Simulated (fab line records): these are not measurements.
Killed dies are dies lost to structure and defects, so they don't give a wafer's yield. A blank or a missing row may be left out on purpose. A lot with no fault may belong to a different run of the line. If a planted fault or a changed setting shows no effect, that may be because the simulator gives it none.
Which tool was responsible? -- flow gf180mcu -- 14 lots with 42 wafers sampled at 5 steps, on a route of 602 steps

== WHAT THE GAUGES READ, wafer by wafer ==
GF_VT_IMPLANT_OVL_MEAS_29.
lot,measured,on,VT_IMPLANT_02_OVL (nm)
L888,day 6 20:33,overlay-01,0.4 -0.4 0.5
L889,day 7 03:45,overlay-01,1.0 -0.8 2.6
L892,day 8 01:07,overlay-01,-0.8 -1.1 -1.4
L896,day 9 00:12,overlay-02,0.3 1.1 -1.8
L897,day 9 05:54,overlay-02,-0.4 0.8 0.6
L898,day 9 14:39,overlay-02,0.3 1.4 -0.6
L899,day 9 19:40,overlay-01,-0.9 -1.0 -0.6
L900,day 10 00:22,overlay-02,204.0 204.8 204.5
L901,day 10 07:57,overlay-01,202.8 202.9 201.4
L904,day 11 02:28,overlay-02,203.4 204.0 204.5
L905,day 11 10:37,overlay-02,207.0 207.9 206.1
L906,day 11 14:01,overlay-01,1.8 1.8 1.5
L910,day 12 14:57,overlay-01,0.5 0.7 -1.5
L911,day 12 22:28,overlay-02,-0.1 -2.7 1.1

GF_V2_THK_MEAS_03.
lot,measured,on,V2_CVD_02_THK (nm)
L888,day 19 04:08,film-metro-03,838 862 869
L889,day 19 14:12,film-metro-02,841 851 864
L892,day 21 02:02,film-metro-03,851 867 869
L896,day 23 01:04,film-metro-01,847 856 879
L897,day 22 22:44,film-metro-01,855 850 833
L898,day 23 18:17,film-metro-03,828 846 865
L899,day 23 20:37,film-metro-01,859 841 878
L900,day 23 21:22,film-metro-01,865 848 859
L901,day 24 06:16,film-metro-03,827 842 858
L904,day 25 03:15,film-metro-01,876 864 882
L905,day 24 22:04,film-metro-01,853 872 876
L906,day 25 10:48,film-metro-01,868 855 863
L910,day 26 09:16,film-metro-02,861 872 871
L911,day 26 18:10,film-metro-01,858 837 869

GF_V2_CD_MEAS_14: the cd target is 260 nm.
lot,measured,on,cd-nm (nm)
L888,day 20 04:26,cd-sem-01,261.4 262.5 261.8
L889,day 20 14:29,cd-sem-02,258.6 259.1 258.5
L892,day 22 01:41,cd-sem-01,260.5 260.1 260.0
L896,day 23 23:58,cd-sem-01,259.8 259.4 259.4
L897,day 23 22:02,cd-sem-02,260.1 260.1 260.9
L898,day 24 16:41,cd-sem-02,261.3 262.0 261.2
L899,day 24 19:05,cd-sem-02,260.9 259.9 259.9
L900,day 24 19:41,cd-sem-02,259.8 259.1 259.8
L901,day 25 04:16,cd-sem-02,259.3 260.0 260.0
L904,day 26 00:44,cd-sem-02,260.2 259.7 259.8
L905,day 25 19:56,cd-sem-02,262.6 261.9 261.9
L906,day 26 06:59,cd-sem-01,259.1 259.4 259.6
L910,day 27 05:20,cd-sem-02,261.4 263.0 262.8
L911,day 27 14:18,cd-sem-02,260.6 261.5 259.9

== TOOL THAT RAN EACH LOT (tool first, then ch and the chambers of the sampled wafers, then the start) ==
lot,GF_VT_IMPLANT_EXPOSE_26,GF_V1_STRIP_18
L888,"iline-stepper-01 ch 0, day 6 13:06","plasma-asher-03 ch 0,1, day 18 02:16"
L889,"iline-stepper-02 ch 0, day 6 20:02","plasma-asher-04 ch 0,1, day 18 11:43"
L892,"iline-stepper-02 ch 0, day 7 17:12","plasma-asher-04 ch 0,1, day 19 23:23"
L896,"iline-stepper-01 ch 0, day 8 15:40","plasma-asher-04 ch 0,1, day 21 22:28"
L897,"iline-stepper-02 ch 0, day 8 21:44","plasma-asher-02 ch 0,1, day 21 21:23"
L898,"iline-stepper-01 ch 0, day 9 06:26","plasma-asher-03 ch 0,1, day 22 17:43"
L899,"iline-stepper-01 ch 0, day 9 11:36","plasma-asher-02 ch 0,1, day 22 20:32"
L900,"iline-stepper-01 ch 0, day 9 15:56","plasma-asher-03 ch 0,1, day 22 20:55"
L901,"iline-stepper-01 ch 0, day 9 23:46","plasma-asher-04 ch 0,1, day 23 06:02"
L904,"iline-stepper-01 ch 0, day 10 18:08","plasma-asher-04 ch 0,1, day 24 03:19"
L905,"iline-stepper-01 ch 0, day 11 02:04","plasma-asher-04 ch 0,1, day 23 22:06"
L906,"iline-stepper-02 ch 0, day 11 05:23","plasma-asher-04 ch 0,1, day 24 10:41"
L910,"iline-stepper-02 ch 0, day 12 06:08","plasma-asher-02 ch 0,1, day 25 10:58"
L911,"iline-stepper-02 ch 0, day 12 12:34","plasma-asher-02 ch 0,1, day 25 20:02"
- GF_VT_IMPLANT_EXPOSE_26: exposes mask LVPWELL HV AREA, target cd 860 nm.
- GF_V1_STRIP_18: strips in O2/N2.

== AS READ BY THE TOOLS THEMSELVES (means over the sampled wafers that have a number; for cases with no such wafer, the mark the record gives instead) ==
GF_V1_STRIP_18.
lot,tool,drypump-motor-current-A (A),heater-power-w (W),n2-flow-sccm (sccm),oes-product-au (a.u.)
L888,plasma-asher-03,6.05,340,300.9,0.596
L889,plasma-asher-04,5.70,341,300.0,0.596
L892,plasma-asher-04,5.72,325,300.4,0.597
L896,plasma-asher-04,5.78,331,299.9,0.593
L897,plasma-asher-02,5.94,355,299.5,0.589
L898,plasma-asher-03,5.92,342,300.4,0.589
L899,plasma-asher-02,5.91,316,299.8,0.598
L900,plasma-asher-03,6.02,333,300.5,0.592
L901,plasma-asher-04,5.70,326,299.2,0.593
L904,plasma-asher-04,5.70,321,299.3,0.589
L905,plasma-asher-04,5.71,328,300.8,0.596
L906,plasma-asher-04,5.71,328,299.7,0.592
L910,plasma-asher-02,5.94,349,299.2,0.593
L911,plasma-asher-02,5.89,318,300.3,0.592

== THE ANSWER, worked out from the rows above alone ==
Rule: the usual values come from the lots themselves. Put in order of their means at a reading, lots are off if they are a third of the lots or fewer, leave a main group of 4 or more, and stand apart from it by a gap of 3 or more times the standard deviation of the main group's means; of several such gaps the widest counts. Not used: any main group whose means are identical at the precision the tables above print for the reading. A lot without any number at a reading at which 4 lots or more have one is off too. Any other lot the step has rows for is counted as sound. First the gauges in route order, then the tools' own readings, where a lot's mean is used as printed above. At the first step where some lot is off, the reading lying furthest off is the one used; lots without a number count as furthest.
Off: L900, L901, L904, L905, seen at GF_VT_IMPLANT_OVL_MEAS_29 (VT_IMPLANT_02_OVL). For the main group the mean is 0.1 nm and the standard deviation 0.79.
If a tool, at a process step before that reading, ran all the lots that are off and no sound lot after the first of them, it fits. Those tools and the gauges at GF_VT_IMPLANT_OVL_MEAS_29 are tried in the same way. One fits: GF_VT_IMPLANT_EXPOSE_26 on iline-stepper-01. A fault onset in the window from L899 (day 9 11:36, its last sound lot) to L900 (day 9 15:56, its first lot off) fits.

== WHAT THE SIMULATOR PUT IN ==
Scanner matching overlay: iline-stepper-01, from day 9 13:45 on, at GF_VT_IMPLANT_EXPOSE_26. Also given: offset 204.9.
Lots struck among those shown: L900, L901, L904, L905. The rule above found the same.
